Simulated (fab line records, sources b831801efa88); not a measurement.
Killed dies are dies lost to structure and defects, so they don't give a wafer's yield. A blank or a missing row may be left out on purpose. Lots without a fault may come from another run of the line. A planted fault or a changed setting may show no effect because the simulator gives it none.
A struck lot beside a sound one | flow sky130 | 36 steps out of a route of 708
Sound: wafers L891.2, L891.4, L891.6. Struck: wafers L890.1, L890.2, L890.6. The cause comes at the end.
At each step with rows: each side's tool, then ch and its chambers, then its first start. Under that, the readings that differ: sound wafers | struck wafers | difference of the means | sigmas: that difference in standard deviations of wafers without a fault.
alike: readings whose means differ by less than 2 such deviations, and words and numbers that are the same on both sides. not compared: withheld readings, readings that some wafer has no value for, bounds like >300 that may hide the same value, and numbers for which the record gives no deviation and whose values overlap.
The two part at a step that has a row with sigmas, a row that says differs or no value, or rows on one side only. Numbers that don't overlap but have no deviation are shown without sigmas and don't part them. A reading that every wafer of one side lacks parts them only if that side has two wafers or more.

first, 10 steps without rows for these wafers: SKY_POLY_CUT_ETCH_10 (etches BARC in N2/H2, stops on SiO2, time 44.19 s, target depth 60 nm); SKY_POLY_CUT_ETCH_11 (etches Si3N4 in CF4/CH2F2/Ar, stops on poly-Si, time 42.5 s, target depth 60 nm); SKY_POLY_CUT_STRIP_12 (strips in O2/N2); SKY_SD_P_DEHYDRATE_00 (time 60 s); SKY_SD_P_HMDS_01 (prime time 60 s); SKY_SD_P_COAT_02 (resist thk 1140 nm); SKY_SD_P_SOFTBAKE_03 (time 60 s); SKY_SD_P_EXPOSE_04 (exposes mask PSDM, target cd 380 nm); SKY_SD_P_PEB_05; SKY_SD_P_DEVELOP_06 (develop time 60 s).
SKY_SD_P_IMPLANT_09:
  sound on implanter-01 ch 0, day 33 09:25; struck on implanter-03 ch 0, day 33 08:14
  reading            | sound                     | struck                        | difference | sigmas
  beam_on_s (s)      | 12.3 12.3 12.5            | 10.0 9.7 10.0                 | -2.5       | -5
  dose_ions_cm2      | 3e+15 3.001e+15 2.999e+15 | 2.097e+15 2.096e+15 2.096e+15 | -9.037e+14 | -99 or more
  faraday_current_uA | 13364 13232 13101         | 11471 11688 11424             | -1705      | -3
SKY_SD_P_STRIP_10: strips in O2/N2.
  sound on plasma_asher-01 ch 0,1, day 33 09:32; struck on plasma_asher-03 ch 0,1, day 33 08:23
  reading                      | sound             | struck            | difference | sigmas
  oes_product_au (a.u.)        | 0.619 0.618 0.619 | 0.629 0.634 0.636 | +0.014     | +3
  strip_time_to_endpoint_s (s) | 17.47 17.48 17.48 | 16.88 16.88 16.84 | -0.61      | -14
  alike: drypump_motor_current_A, n2_flow_sccm
  not compared: rf_hours_counter_h
SKY_SD_P_TW_MEAS_11:
  sound on film_metro-04, day 33 09:38; struck on film_metro-03, day 33 08:29
  reading | sound          | struck         | difference | sigmas
  SD_P_TW | 2830 2822 2821 | 2606 2609 2614 | -215       | -11
then, 21 steps without rows for these wafers: SKY_RES_XHIGH_DEHYDRATE_00 (time 60 s); SKY_RES_XHIGH_HMDS_01 (prime time 60 s); SKY_RES_XHIGH_COAT_02 (resist thk 1140 nm); SKY_RES_XHIGH_SOFTBAKE_03 (time 60 s); SKY_RES_XHIGH_EXPOSE_04 (exposes mask URPM, target cd 1270 nm); SKY_RES_XHIGH_PEB_05; SKY_RES_XHIGH_DEVELOP_06 (develop time 58.99 s); SKY_RES_XHIGH_IMPLANT_07; SKY_RES_XHIGH_STRIP_08 (strips in O2/N2); SKY_SD_N_DEHYDRATE_00 (time 60 s); SKY_SD_N_HMDS_01 (prime time 60 s); SKY_SD_N_COAT_02 (resist thk 1140 nm); SKY_SD_N_SOFTBAKE_03 (time 60 s); SKY_SD_N_EXPOSE_04 (exposes mask NSDM, target cd 380 nm); SKY_SD_N_PEB_05; SKY_SD_N_DEVELOP_06 (develop time 60 s); SKY_SD_N_IMPLANT_09; SKY_SD_N_IMPLANT_10; SKY_SD_N_STRIP_11 (strips in O2/N2); SKY_SD_N_CLEAN_13 (cleans in SC1/SC2, time 150 s); SKY_SD_N_RTA_14 (time 2 s).
-- the record jumps here: 2 days lie between the struck wafers' starts before and after --
SKY_SD_N_RS_MEAS_17: measures by four-point-probe.
  sound on film_metro-04, day 35 15:02; struck on film_metro-04, day 35 13:37
  reading          | sound             | struck            | difference | sigmas
  SD_P_RS (ohm/sq) | 147.1 147.1 147.4 | 152.3 152.4 152.4 | +5.2       | +13
-- the record jumps here: 15 days lie between the struck wafers' starts before and after (it left off in module SD_N and takes up again in module PAD_OPEN, whose first step shown is number 708 of the route) --
SKY_PAD_OPEN_PROBE_99:
  sound on prober-01, day 51 03:13; struck on prober-02, day 51 01:20
  reading                             | sound             | struck            | difference | sigmas
  model.etest.licon_high_po.rc_ohm    | 354.2 366 357.4   | 616.2 590.9 608.6 | +246.0     |
  model.etest.res_high_po.line_ohm_um | 757.9 753.5 757.4 | 981.1 994.4 1012  | +239.6     |
  model.etest.res_pdiff.line_ohm_um   | 1378 1406 1420    | 1474 1455 1493    | +73        |
  model.etest.pfet_01v8.r_on_ohm_um   | 2849 2778 2874    | 2984 2917 2969    | +123       |
  model.etest.res_high_po.rs_ohm_sq   | 266.2 263.5 262.9 | 341.1 339.6 346.1 | +78.1      |
  model.etest.licon_pdiff.rc_ohm      | 580 572.4 615.8   | 656.6 674.9 685.9 | +83.1      |
  model.etest.res_pdiff_hv.rs_ohm_sq  | 192.6 191 192.9   | 209.4 211.8 211.6 | +18.8      |
  model.etest.res_pdiff.rs_ohm_sq     | 198.2 199.2 196.9 | 215.2 215.9 215.9 | +17.6      |
  alike: killed_at_M0_to_M3, killed_at_M4_up, killed_at_contacts, killed_at_front_end, killed_at_other, killed_dies, killed_open, killed_short

WHERE THEY PART
First at SKY_SD_P_IMPLANT_09; last, within this record, at SKY_SD_N_RS_MEAS_17. Later steps at which nothing parts them and some readings are alike: SKY_PAD_OPEN_PROBE_99.

WHY: what the simulator had put in
Process parameter drift: implanter-03, from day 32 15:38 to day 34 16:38, at SKY_SD_P_IMPLANT_09. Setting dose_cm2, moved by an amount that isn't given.
